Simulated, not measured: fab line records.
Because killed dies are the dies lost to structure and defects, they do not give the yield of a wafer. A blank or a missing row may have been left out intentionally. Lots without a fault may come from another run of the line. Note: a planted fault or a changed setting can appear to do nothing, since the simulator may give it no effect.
Which tool did it? || flow sky130 || 14 lots with 42 wafers sampled at 3 steps, on a route of 708 steps

WHAT THE GAUGES SHOWED, per wafer
SKY_FIELD_ISO_THK_MEAS_04.
{"lot": "L892", "measured": "day 1 15:34", "on": "film metro-02", "FIELD_ISO_CVD_03_THK (nm)": "167.7 166.9 166.8"}
{"lot": "L893", "measured": "day 1 19:36", "on": "film metro-02", "FIELD_ISO_CVD_03_THK (nm)": "164.8 165.9 165.7"}
{"lot": "L894", "measured": "day 2 00:55", "on": "film metro-03", "FIELD_ISO_CVD_03_THK (nm)": "168.5 166.4 167.7"}
{"lot": "L895", "measured": "day 2 05:20", "on": "film metro-03", "FIELD_ISO_CVD_03_THK (nm)": "169.1 168.8 168.5"}
{"lot": "L897", "measured": "day 2 17:02", "on": "film metro-01", "FIELD_ISO_CVD_03_THK (nm)": "165.3 163.3 163.5"}
{"lot": "L900", "measured": "day 3 06:23", "on": "film metro-03", "FIELD_ISO_CVD_03_THK (nm)": "165.6 164.5 165.3"}
{"lot": "L901", "measured": "day 3 12:56", "on": "film metro-03", "FIELD_ISO_CVD_03_THK (nm)": "165.8 165.4 165.6"}
{"lot": "L902", "measured": "day 3 17:16", "on": "film metro-01", "FIELD_ISO_CVD_03_THK (nm)": "166.1 167.8 166.4"}
{"lot": "L903", "measured": "day 3 23:38", "on": "film metro-03", "FIELD_ISO_CVD_03_THK (nm)": "164.3 165.2 164.2"}
{"lot": "L904", "measured": "day 4 03:50", "on": "film metro-02", "FIELD_ISO_CVD_03_THK (nm)": "165.7 165.0 166.0"}
{"lot": "L909", "measured": "day 5 02:58", "on": "film metro-03", "FIELD_ISO_CVD_03_THK (nm)": "166.8 164.4 165.1"}
{"lot": "L910", "measured": "day 5 08:22", "on": "film metro-01", "FIELD_ISO_CVD_03_THK (nm)": "165.3 163.7 164.9"}
{"lot": "L911", "measured": "day 5 14:05", "on": "film metro-01", "FIELD_ISO_CVD_03_THK (nm)": "165.7 166.3 165.2"}
{"lot": "L915", "measured": "day 6 12:05", "on": "film metro-03", "FIELD_ISO_CVD_03_THK (nm)": "161.9 163.2 163.9"}

SKY_FIELD_ISO_THK_MEAS_25.
{"lot": "L892", "measured": "day 2 07:52", "on": "film metro-03", "FIELD_ISO_CVD_24_THK (nm)": "579 595 592"}
{"lot": "L893", "measured": "day 2 11:34", "on": "film metro-03", "FIELD_ISO_CVD_24_THK (nm)": "581 603 595"}
{"lot": "L894", "measured": "day 2 17:16", "on": "film metro-03", "FIELD_ISO_CVD_24_THK (nm)": "583 604 600"}
{"lot": "L895", "measured": "day 2 22:38", "on": "film metro-03", "FIELD_ISO_CVD_24_THK (nm)": "592 597 597"}
{"lot": "L897", "measured": "day 3 12:23", "on": "film metro-03", "FIELD_ISO_CVD_24_THK (nm)": "599 587 599"}
{"lot": "L900", "measured": "day 4 02:53", "on": "film metro-03", "FIELD_ISO_CVD_24_THK (nm)": "595 598 597"}
{"lot": "L901", "measured": "day 4 09:40", "on": "film metro-01", "FIELD_ISO_CVD_24_THK (nm)": "590 581 593"}
{"lot": "L902", "measured": "day 4 13:45", "on": "film metro-02", "FIELD_ISO_CVD_24_THK (nm)": "592 577 588"}
{"lot": "L903", "measured": "day 4 18:51", "on": "film metro-02", "FIELD_ISO_CVD_24_THK (nm)": "570 580 576"}
{"lot": "L904", "measured": "day 4 23:35", "on": "film metro-01", "FIELD_ISO_CVD_24_THK (nm)": "585 590 577"}
{"lot": "L909", "measured": "day 5 23:59", "on": "film metro-03", "FIELD_ISO_CVD_24_THK (nm)": "600 598 600"}
{"lot": "L910", "measured": "day 6 04:02", "on": "film metro-03", "FIELD_ISO_CVD_24_THK (nm)": "589 571 595"}
{"lot": "L911", "measured": "day 6 10:17", "on": "film metro-01", "FIELD_ISO_CVD_24_THK (nm)": "599 601 597"}
{"lot": "L915", "measured": "day 7 08:52", "on": "film metro-01", "FIELD_ISO_CVD_24_THK (nm)": "583 583 581"}

SKY_DNWELL_TW_MEAS_09.
{"lot": "L892", "measured": "day 3 03:50", "on": "film metro-03", "DNWELL_TW": "1133 1127 1132"}
{"lot": "L893", "measured": "day 3 08:41", "on": "film metro-02", "DNWELL_TW": "1112 1101 1102"}
{"lot": "L894", "measured": "day 3 13:45", "on": "film metro-04", "DNWELL_TW": "1105 1107 1109"}
{"lot": "L895", "measured": "day 3 19:37", "on": "film metro-03", "DNWELL_TW": "1132 1133 1129"}
{"lot": "L897", "measured": "day 4 13:26", "on": "film metro-02", "DNWELL_TW": "1104 1106 1096"}
{"lot": "L900", "measured": "day 5 03:17", "on": "film metro-02", "DNWELL_TW": "1104 1105 1101"}
{"lot": "L901", "measured": "day 5 10:53", "on": "film metro-04", "DNWELL_TW": "1106 1102 1103"}
{"lot": "L902", "measured": "day 5 13:34", "on": "film metro-03", "DNWELL_TW": "1136 1135 1139"}
{"lot": "L903", "measured": "day 5 20:20", "on": "film metro-03", "DNWELL_TW": "1136 1135 1130"}
{"lot": "L904", "measured": "day 6 01:20", "on": "film metro-04", "DNWELL_TW": "1102 1108 1103"}
{"lot": "L909", "measured": "day 6 23:44", "on": "film metro-03", "DNWELL_TW": "1132 1131 1135"}
{"lot": "L910", "measured": "day 7 06:29", "on": "film metro-04", "DNWELL_TW": "1109 1102 1108"}
{"lot": "L911", "measured": "day 7 11:32", "on": "film metro-04", "DNWELL_TW": "1093 1105 1105"}
{"lot": "L915", "measured": "day 8 09:45", "on": "film metro-02", "DNWELL_TW": "1109 1106 1108"}

TOOL THAT RAN EACH LOT (tool first, then ch and the chambers of the sampled wafers, then the start)
The record shows no process step preceding these readings.

AS READ BY THE TOOLS THEMSELVES (means over the sampled wafers that have a number; for cases with no such wafer, the mark the record gives instead)
The record holds no such reading with a usual standard deviation.

THE ANSWER, worked out from the rows above alone
Rule: what is usual is taken from the lots themselves. Put in order of their means at a reading, lots are off if they are a third of the lots or fewer, leave a main group of 4 or more, and stand apart from it by a gap of 3 or more times the standard deviation of the main group's means; of several such gaps the widest counts. If all means in a main group match to the digits the tables above print for the reading, that group is not used. Also off: a lot with no number at a reading for which 4 or more lots have one. The other lots that the step has rows for count as sound. Order of review: gauges by route order, followed by the tools' own readings, for which a lot's mean as printed above is used. At the first step where some lot is off, the reading lying furthest off is the one used; lots without a number count as furthest.
Across all readings shown, no lot is off: no conclusion can be drawn from this.

WHAT WAS PUT IN BY THE SIMULATOR
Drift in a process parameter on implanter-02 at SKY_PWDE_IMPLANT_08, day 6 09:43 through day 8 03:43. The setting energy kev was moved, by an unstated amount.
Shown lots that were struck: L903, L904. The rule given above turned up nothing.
